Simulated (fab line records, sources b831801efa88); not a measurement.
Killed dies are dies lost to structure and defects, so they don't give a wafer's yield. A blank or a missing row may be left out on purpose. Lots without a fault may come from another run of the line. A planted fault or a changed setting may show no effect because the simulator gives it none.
Which tool did it? | flow sky130 | 13 lots, 39 wafers sampled, at 3 steps of a route of 708

WHAT THE GAUGES READ, wafer by wafer
SKY_VIA1_THK_MEAS_23: measures by xrf. Usual: VIA1_W_THK 272 nm, standard deviation 5.3.
lot  | measured     | on            | VIA1_W_THK (nm) | flag
L779 | day 33 14:44 | film_metro-04 | 274 271 270     |
L782 | day 35 20:03 | film_metro-02 | 276 278 273     |
L784 | day 35 20:16 | film_metro-04 | 272 271 274     |
L785 | day 36 03:18 | film_metro-01 | 273 281 284     |
L787 | day 37 09:17 | film_metro-04 | 273 273 275     |
L789 | day 37 13:23 | film_metro-04 | 273 273 268     |
L795 | day 39 00:25 | film_metro-02 | 268 269 267     |
L796 | day 39 09:38 | film_metro-02 | 273 268 269     |
L797 | day 39 20:05 | film_metro-01 | 276 280 281     |
L798 | day 40 04:38 | film_metro-01 | 271 274 269     |
L799 | day 40 10:50 | film_metro-02 | 271 268 271     |
L800 | day 40 14:08 | film_metro-04 | 271 274 278     |
L801 | day 40 19:07 | film_metro-02 | 266 262 260     |

WHICH TOOL RAN EACH LOT (tool, then ch and the chambers of the sampled wafers, then the start)
lot  | SKY_PWDE_EXPOSE_04                 | SKY_VIA1_CVD_21
L779 | iline_stepper-02 ch 0, day 3 17:07 | cvd_w-02 ch 0,1, day 33 14:32
L782 | iline_stepper-02 ch 0, day 4 11:10 | cvd_w-01 ch 0,1, day 35 19:50
L784 | iline_stepper-01 ch 0, day 4 19:47 | cvd_w-02 ch 0,1, day 35 20:02
L785 | iline_stepper-02 ch 0, day 4 23:01 | cvd_w-02 ch 0,1, day 36 03:05
L787 | iline_stepper-02 ch 0, day 5 19:58 | cvd_w-01 ch 0,1, day 37 09:04
L789 | iline_stepper-01 ch 0, day 6 05:03 | cvd_w-01 ch 0,1, day 37 13:10
L795 | iline_stepper-02 ch 0, day 7 10:02 | cvd_w-02 ch 0,1, day 39 00:13
L796 | iline_stepper-02 ch 0, day 7 12:53 | cvd_w-02 ch 0,1, day 39 09:25
L797 | iline_stepper-01 ch 0, day 7 20:28 | cvd_w-01 ch 0,1, day 39 19:52
L798 | iline_stepper-02 ch 0, day 8 03:58 | cvd_w-02 ch 0,1, day 40 04:25
L799 | iline_stepper-01 ch 0, day 8 11:46 | cvd_w-01 ch 0,1, day 40 10:38
L800 | iline_stepper-02 ch 0, day 8 12:36 | cvd_w-01 ch 0,1, day 40 13:55
L801 | iline_stepper-02 ch 0, day 8 20:26 | cvd_w-02 ch 0,1, day 40 18:53
- SKY_PWDE_EXPOSE_04: exposes mask PWDEM, target cd 840 nm.
- SKY_VIA1_CVD_21: deposits W, target thk 270 nm, time 80.902 s.

WHAT THE TOOLS THEMSELVES READ (means of the sampled wafers that have a number; where no wafer has one, the mark that the record gives instead)
SKY_VIA1_CVD_21. Usual: heater_power_w 797 W, standard deviation 73.
lot  | tool     | heater_power_w (W) | flag
L779 | cvd_w-02 | 799                |
L782 | cvd_w-01 | 864                |
L784 | cvd_w-02 | 808                |
L785 | cvd_w-02 | 798                |
L787 | cvd_w-01 | 859                |
L789 | cvd_w-01 | 788                |
L795 | cvd_w-02 | 787                |
L796 | cvd_w-02 | 792                |
L797 | cvd_w-01 | 721                |
L798 | cvd_w-02 | 784                |
L799 | cvd_w-01 | 782                |
L800 | cvd_w-01 | 771                |
L801 | cvd_w-02 | 807                |

THE ANSWER, worked out from the rows above alone
Rule: a lot is off if the mean of its wafers that have a number lies more than 3 standard deviations from the usual mean. A lot without any number at a reading at which 4 lots or more have one is off too. The other lots that the step has rows for count as sound. The gauges are gone through in route order, then the tools' own readings, and for those a lot's mean is taken as printed above. The first step at which some lot is off is used, and at that step the reading that is off furthest; a lot without a number counts as furthest.
No lot is off at any reading shown: from this, nothing can be told.

WHAT THE SIMULATOR HAD PUT IN
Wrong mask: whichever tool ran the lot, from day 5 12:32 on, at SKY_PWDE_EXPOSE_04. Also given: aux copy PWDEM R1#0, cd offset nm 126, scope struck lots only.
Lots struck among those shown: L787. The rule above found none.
